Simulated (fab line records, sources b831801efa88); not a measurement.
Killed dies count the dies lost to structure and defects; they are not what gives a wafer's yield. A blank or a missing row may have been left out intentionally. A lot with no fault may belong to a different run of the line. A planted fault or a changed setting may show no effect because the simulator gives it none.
Matching of chambers | flow gf180mcu | GF_V5_CMP_26 on cmp-02: 4 sister chambers
The step polishes, stops on SiO2, t overpolish 15 s, target thk 0 nm. 18 wafers are shown with their chamber, then 9 later ones without.

== EACH WAFER AND ITS CHAMBER ==
wafer  | chamber | motor current A (A) | time to endpoint s (s) | overpolish run s (s)
L119.1 | 3       | 12.7                | 91                     | 15.009
L119.4 | 1       | 11.5                | 83                     | 15.005
L119.6 | 0       | 10.5                | 89                     | 15.014
L124.1 | 3       | 12.2                | 79                     | 14.991
L124.5 | 1       | 11.4                | 83                     | 14.998
L124.6 | 0       | 11.0                | 83                     | 14.992
L126.1 | 2       | 9.6                 | 87                     | 15.005
L126.4 | 0       | 11.3                | 81                     | 15.013
L126.6 | 0       | 10.6                | 85                     | 14.999
L127.1 | 1       | 11.1                | 84                     | 15.003
L127.2 | 0       | 11.0                | 87                     | 14.991
L127.4 | 2       | 9.1                 | 85                     | 14.997
L128.3 | 2       | 9.3                 | 85                     | 15.003
L128.5 | 2       | 9.5                 | 88                     | 15.004
L128.6 | 3       | 11.6                | 92                     | 15.011
L130.1 | 1       | 11.6                | 85                     | 14.984
L130.2 | 3       | 11.8                | 84                     | 15.006
L130.3 | 0       | 11.1                | 82                     | 14.999

SIGNATURES (averages over the wafers above)
reading            | chamber 0 | chamber 1 | chamber 2 | chamber 3 | scatter within a chamber
motor current A    | 10.917    | 11.400    | 9.375     | 12.075    | 0.323
time to endpoint s | 84.50     | 83.75     | 86.25     | 86.50     | 3.48
overpolish run s   | 15.00133  | 14.99750  | 15.00225  | 15.00425  | 0.00868
Rule: a wafer lies at a distance from a chamber equal to the root of the sum of squares, over the readings, of (its reading less the chamber's mean, divided by the reading's scatter). The wafer belongs to the nearest chamber; if the next one is less than 2 further off, it can't be placed. The scatter: the root of (the sum of the squares of (reading less its chamber's mean) over the shown wafers, divided by (wafers less chambers)).

== WAFERS WITH NO CHAMBER GIVEN ==
wafer  | motor current A (A) | time to endpoint s (s) | overpolish run s (s)
L137.1 | 11.8                | 84                     | 14.999
L137.5 | 9.3                 | 83                     | 15.006
L137.6 | 11.6                | 79                     | 14.994
L139.1 | 9.1                 | 84                     | 14.990
L139.2 | 11.0                | 82                     | 14.991
L139.3 | 12.4                | 86                     | 14.994
L141.1 | 9.5                 | 82                     | 15.006
L141.3 | 11.6                | 86                     | 15.000
L141.5 | 9.3                 | 81                     | 15.010

== WHICH CHAMBER EACH WENT THROUGH ==
wafer  | from the rows above          | in truth
L137.1 | can't be placed: 1 or 3 or 0 | 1
L137.5 | 2                            | 2
L137.6 | can't be placed: 1 or 0 or 3 | 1
L139.1 | 2                            | 2
L139.2 | can't be placed: 0 or 1      | 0
L139.3 | can't be placed: 3 or 1      | 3
L141.1 | 2                            | 2
L141.3 | can't be placed: 1 or 3 or 0 | 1
L141.5 | 2                            | 2
Correctly placed: 4 of 9. Can't be placed from these rows: 5 (the true chamber is among the candidates in 5). Wrongly placed: 0.
